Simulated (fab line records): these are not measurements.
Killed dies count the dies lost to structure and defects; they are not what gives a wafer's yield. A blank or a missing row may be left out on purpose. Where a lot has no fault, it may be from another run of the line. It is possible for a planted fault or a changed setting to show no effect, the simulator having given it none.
What tool caused it?    flow gf180mcu    36 wafers from 12 lots sampled at 4 of the route's 602 steps

## WHAT THE GAUGES SHOWED, per wafer
GF_PSD_RS_MEAS_15: the measuring method here is four-point-probe.
lot   measured      on             PSD_RS (ohm/sq)
L636  day 14 01:08  film-metro-03  108.66 108.05 108.44
L638  day 14 19:13  film-metro-03  108.20 108.49 108.70
L639  day 14 23:40  film-metro-03  108.44 108.63 108.64
L641  day 15 17:49  film-metro-01  108.71 108.38 108.79
L642  day 16 10:09  film-metro-03  108.94 108.29 108.80
L643  day 16 22:32  film-metro-02  108.53 108.33 108.40
L647  day 18 07:23  film-metro-03  109.12 108.86 108.64
L651  day 20 00:22  film-metro-02  114.87 114.41 114.26
L652  day 20 09:31  film-metro-02  114.76 114.82 114.45
L655  day 21 05:25  film-metro-02  108.82 108.80 108.82
L656  day 21 06:17  film-metro-01  108.89 108.56 108.61
L658  day 22 07:03  film-metro-01  108.60 108.27 108.26

GF_CONTACT_BOW_MEAS_05.
lot   measured      on             CONTACT_BOW (um)
L636  day 14 23:01  film-metro-04  73 66 68
L638  day 15 18:09  film-metro-02  53 55 59
L639  day 15 23:13  film-metro-02  79 67 67
L641  day 16 17:34  film-metro-02  59 71 74
L642  day 17 10:22  film-metro-02  61 72 66
L643  day 17 23:47  film-metro-03  66 62 63
L647  day 19 08:17  film-metro-03  67 65 63
L651  day 21 01:33  film-metro-04  63 56 68
L652  day 21 10:58  film-metro-03  71 72 47
L655  day 22 06:17  film-metro-02  51 71 55
L656  day 22 07:32  film-metro-02  62 67 65
L658  day 23 07:47  film-metro-03  74 69 82

## WHICH TOOL RAN EACH LOT (tool, then ch and the chambers of the sampled wafers, then the start)
lot   GF_PSD_IMPLANT_09                GF_PSD_STRIP_10
L636  implanter-03 ch 0, day 14 00:34  plasma-asher-01 ch 0,1, day 14 00:42
L638  implanter-01 ch 0, day 14 18:38  plasma-asher-04 ch 0,1, day 14 18:47
L639  implanter-02 ch 0, day 14 23:05  plasma-asher-04 ch 0,1, day 14 23:14
L641  implanter-01 ch 0, day 15 17:14  plasma-asher-02 ch 0,1, day 15 17:23
L642  implanter-02 ch 0, day 16 09:35  plasma-asher-02 ch 0,1, day 16 09:43
L643  implanter-02 ch 0, day 16 21:53  plasma-asher-04 ch 0,1, day 16 22:02
L647  implanter-02 ch 0, day 18 06:49  plasma-asher-04 ch 0,1, day 18 06:57
L651  implanter-01 ch 0, day 19 23:49  plasma-asher-01 ch 0,1, day 19 23:57
L652  implanter-01 ch 0, day 20 08:56  plasma-asher-01 ch 0,1, day 20 09:05
L655  implanter-03 ch 0, day 21 04:52  plasma-asher-02 ch 0,1, day 21 05:00
L656  implanter-02 ch 0, day 21 05:43  plasma-asher-01 ch 0,1, day 21 05:52
L658  implanter-02 ch 0, day 22 06:30  plasma-asher-04 ch 0,1, day 22 06:38
- GF_PSD_IMPLANT_09
- GF_PSD_STRIP_10: strips in O2/N2.

## WHAT THE TOOLS THEMSELVES READ (means of the sampled wafers that have a number; where no wafer has one, the mark that the record gives instead)
GF_PSD_IMPLANT_09.
lot   tool          beam-energy-keV
L636  implanter-03  39.997
L638  implanter-01  39.995
L639  implanter-02  39.988
L641  implanter-01  40.003
L642  implanter-02  40.008
L643  implanter-02  39.986
L647  implanter-02  40.009
L651  implanter-01  35.834
L652  implanter-01  35.834
L655  implanter-03  39.997
L656  implanter-02  39.998
L658  implanter-02  40.013

GF_PSD_STRIP_10.
lot   tool             drypump-motor-current-A (A)  heater-power-w (W)  o2-flow-sccm (sccm)  oes-product-au (a.u.)  strip-time-to-endpoint-s (s)
L636  plasma-asher-01  5.88                         336                 3004                 0.594                  16.58
L638  plasma-asher-04  5.73                         319                 2996                 0.591                  16.50
L639  plasma-asher-04  5.75                         316                 3000                 0.593                  16.47
L641  plasma-asher-02  6.17                         364                 3004                 0.588                  16.54
L642  plasma-asher-02  6.26                         370                 2999                 0.591                  16.52
L643  plasma-asher-04  5.97                         327                 3004                 0.593                  16.50
L647  plasma-asher-04  5.73                         315                 3011                 0.591                  16.53
L651  plasma-asher-01  5.88                         342                 3002                 0.596                  16.05
L652  plasma-asher-01  5.88                         336                 3007                 0.600                  16.11
L655  plasma-asher-02  6.18                         365                 3005                 0.592                  16.53
L656  plasma-asher-01  5.89                         336                 2997                 0.591                  16.55
L658  plasma-asher-04  5.75                         324                 3005                 0.593                  16.53

## THE ANSWER, worked out from the rows above alone
Rule: usual is defined by the lots themselves. The widest of any qualifying gaps counts: lots, ordered by their means at a reading, are off when they make up no more than a third of the lots, leave a main group of 4 or more, and stand apart from it by 3 or more times the standard deviation of that group's means. A main group is skipped when, at the precision printed for the reading in the tables above, its means are all equal. Also off: a lot with no number at a reading for which 4 or more lots have one. Any other lot the step has rows for is counted as sound. Order of review: gauges by route order, followed by the tools' own readings, for which a lot's mean as printed above is used. At the first step where some lot is off, the reading lying furthest off is the one used; lots without a number count as furthest.
Off: L651, L652, seen at GF_PSD_RS_MEAS_15 (PSD_RS). The main group: mean 108.59 ohm/sq, standard deviation 0.17.
A tool fits if, at a process step before that reading, it ran every lot that is off, and no sound lot after the first of them. The gauges at GF_PSD_RS_MEAS_15 aren't tried: what is off there is off at GF_PSD_IMPLANT_09 too, on other tools, and a gauge's error can't cause that. One fits: GF_PSD_IMPLANT_09 on implanter-01. A fault onset in the window from L641 (day 15 17:14, its last sound lot) to L651 (day 19 23:49, its first lot off) fits.
The tool's own readings at GF_PSD_IMPLANT_09 bear it out: on the lots that are off they differ by more than 5 times the standard deviation of the sound lots' means. beam-energy-keV reads 35.834 there against 39.999 on the sound lots.

## WHAT WAS PUT IN BY THE SIMULATOR
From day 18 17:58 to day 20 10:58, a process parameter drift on implanter-01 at GF_PSD_IMPLANT_09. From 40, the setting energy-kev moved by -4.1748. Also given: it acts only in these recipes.
Struck lots among those shown: L651, L652. The rule given above showed the same thing.
